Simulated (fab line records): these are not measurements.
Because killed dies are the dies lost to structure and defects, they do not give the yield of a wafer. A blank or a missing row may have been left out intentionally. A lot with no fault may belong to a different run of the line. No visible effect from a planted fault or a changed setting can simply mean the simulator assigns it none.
One fault seen from 2 desks -- flow sky130 -- every desk sees just its own numbers, and what lay behind them comes last

## METROLOGY DESK
What the gauges read, lot by lot, whatever tool the lot ran on: means of the sampled wafers that have a number. Any lot whose mean is over 4 standard deviations away from the usual mean is out of limits and marked OUT; that distance is given in the brackets.
Columns: A = VT_ADJUST_PCH_TW at SKY_VT_ADJUST_PCH_TW_MEAS_10, usual 142.4; B = POLY_GATE_OVL at SKY_POLY_GATE_OVL_MEAS_14, usual -1 nm
lot,first seen here,A,B
L759,day 10 13:11,141.5,3
L761,day 12 06:23,144.6,-2
L762,day 12 08:32,142.1,-1
L763,day 12 11:59,142.4,-7
L765,day 12 23:17,142.4,-5
L766,day 13 19:52,144.3,-3
L769,day 14 00:36,115.5 (-18) OUT,-1
L770,day 14 06:47,141.6,-3
L771,day 15 05:32,115.5 (-18) OUT,-2
L778,day 16 19:55,141.4,3
L779,day 17 07:44,144.7,-5
L780,day 17 11:58,142.1,-4
This desk's result: L769, L771 out of limits, first on L769 (VT_ADJUST_PCH_TW at SKY_VT_ADJUST_PCH_TW_MEAS_10), day 14 00:36. L759, L761, L762, L763, L765, L766, L770, L778, L779, L780: within limits.

## AT THE TOOL OWNER'S DESK: implanter-04
The tool's own readings at SKY_VT_ADJUST_PCH_IMPLANT_08, given as means over the sampled wafers that have a number, one for each lot that went through this tool. Any lot whose mean is over 4 standard deviations away from the usual mean is out of limits and marked OUT; that distance is given in the brackets.
Columns: A = dose-ions-cm2 at SKY_VT_ADJUST_PCH_IMPLANT_08, usual 5e+11; B = faraday-current-uA at SKY_VT_ADJUST_PCH_IMPLANT_08, usual 2.81
lot,first seen here,A,B
L761,day 12 06:08,5e+11,2.85
L766,day 13 19:40,5e+11,2.84
L769,day 14 00:23,2e+11 (-99 or more) OUT,1.23 (-29) OUT
L771,day 15 05:17,2e+11 (-99 or more) OUT,1.23 (-29) OUT
This desk's finding: out of limits on L769, L771; first on L769, day 14 00:23 (dose-ions-cm2 at SKY_VT_ADJUST_PCH_IMPLANT_08). L761, L766: within limits.

## BROUGHT TOGETHER
The tool owner's desk could have raised an alarm at day 14 00:23, on L769, L771.
The metrology desk could have raised an alarm at day 14 00:36, on L769, L771.
On implanter-04, each named lot ran SKY_VT_ADJUST_PCH_IMPLANT_08.

## WHAT THE SIMULATOR PUT IN
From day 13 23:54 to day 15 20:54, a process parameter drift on implanter-04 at SKY_VT_ADJUST_PCH_IMPLANT_08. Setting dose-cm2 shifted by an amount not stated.
Lots struck among those shown: L769, L771.
Time in hours from fault onset to the first out-of-limits reading at each desk: tool owner's desk 0, metrology desk 1.
